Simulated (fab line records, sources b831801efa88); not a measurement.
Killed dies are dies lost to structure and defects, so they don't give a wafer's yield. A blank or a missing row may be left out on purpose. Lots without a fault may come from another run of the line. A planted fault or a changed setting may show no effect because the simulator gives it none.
Problem report in the 8D (eight disciplines) form, filled by code | flow sky130 | the parts of the form that need people (team, actions taken, sign-off) are left out

1. THE PROBLEM
dose_ions_cm2 at SKY_LDD_N_IMPLANT_11 reads a mean of 6.0e+13 on 6 wafers of 2 lots; wafers without a fault read 7.5e+13 with a standard deviation of 8.1e+10. That is -99 or more standard deviations from the usual mean.
First seen on wafer L852.2, day 23 21:49, on implanter-03. The record holds 36 wafers of 12 lots with a number at this step. Rule for "out", or "out of limits": more than 4 standard deviations from the usual mean. The other wafers with a number count as sound.

2. WHAT IT IS AND WHAT IT IS NOT
question                    | is                                | is not
which readings at this step | dose_ions_cm2, faraday_current_uA | -
which lots                  | L852, L853                        | L837, L838, L839, L840, L841, L842, L845, L846, L857, L858
which wafers of those lots  | all that have a number            | -
read on which tools         | implanter-03                      | implanter-01, implanter-02
when                        | from day 23 21:49                 | up to then (24 sound wafers); but 6 sound wafers of L857, L858 came after

3. SUSPECTS, AND WHAT RULES EACH OUT
Counting: a tool at a process step up to the reading stays a suspect if it ran every lot that is out and no sound lot after the first of them.
- implanter-03 at SKY_LDD_N_IMPLANT_11: kept. It ran every lot that is out, first L852 (day 23 21:49), and no sound lot after that; its last sound lot up to then is L845 (day 21 16:31). Its own readings are out on those wafers: dose_ions_cm2, faraday_current_uA.
Left after counting: implanter-03 at SKY_LDD_N_IMPLANT_11.

4. THE CAUSE (what the simulator had put in)
Process parameter drift: implanter-03, from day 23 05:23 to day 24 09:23, at SKY_LDD_N_IMPLANT_11. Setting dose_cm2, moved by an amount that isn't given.
Counting left only this tool.

5. THE CHAIN OF EFFECTS, in route order
Each row: a reading whose mean over the struck wafers that have a number lies more than 3 standard deviations from the usual. Only readings for which the record gives a usual standard deviation are gone through. hours: the time from each lot's start at the first step in this table that gives one to its start at this step, as a median over the lots. sigmas: the change in usual standard deviations.
hours | step                 | reading                  | usual   | on struck wafers | change   | sigmas
0     | SKY_LDD_N_IMPLANT_11 | dose_ions_cm2            | 7.5e+13 | 6.0e+13          | -1.5e+13 | -99 or more
0     | SKY_LDD_N_IMPLANT_11 | faraday_current_uA       | 423     | 335              | -88      | -11
1     | SKY_LDD_N_STRIP_16   | strip_time_to_endpoint_s | 4.316 s | 4.272            | -0.044   | -3.4
The process steps in it:
- SKY_LDD_N_IMPLANT_11
- SKY_LDD_N_STRIP_16: strips in O2/N2.
Later measuring or inspecting steps at which every struck wafer that the step has a row for has a number for every such reading, and none has moved that far: SKY_LOCAL_INTERCONNECT_CD_MEAS_11.

6. WHAT WOULD HAVE CAUGHT IT SOONER
In this record the first reading out of limits was taken at day 23 21:49, 16 hours after the fault began at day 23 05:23.
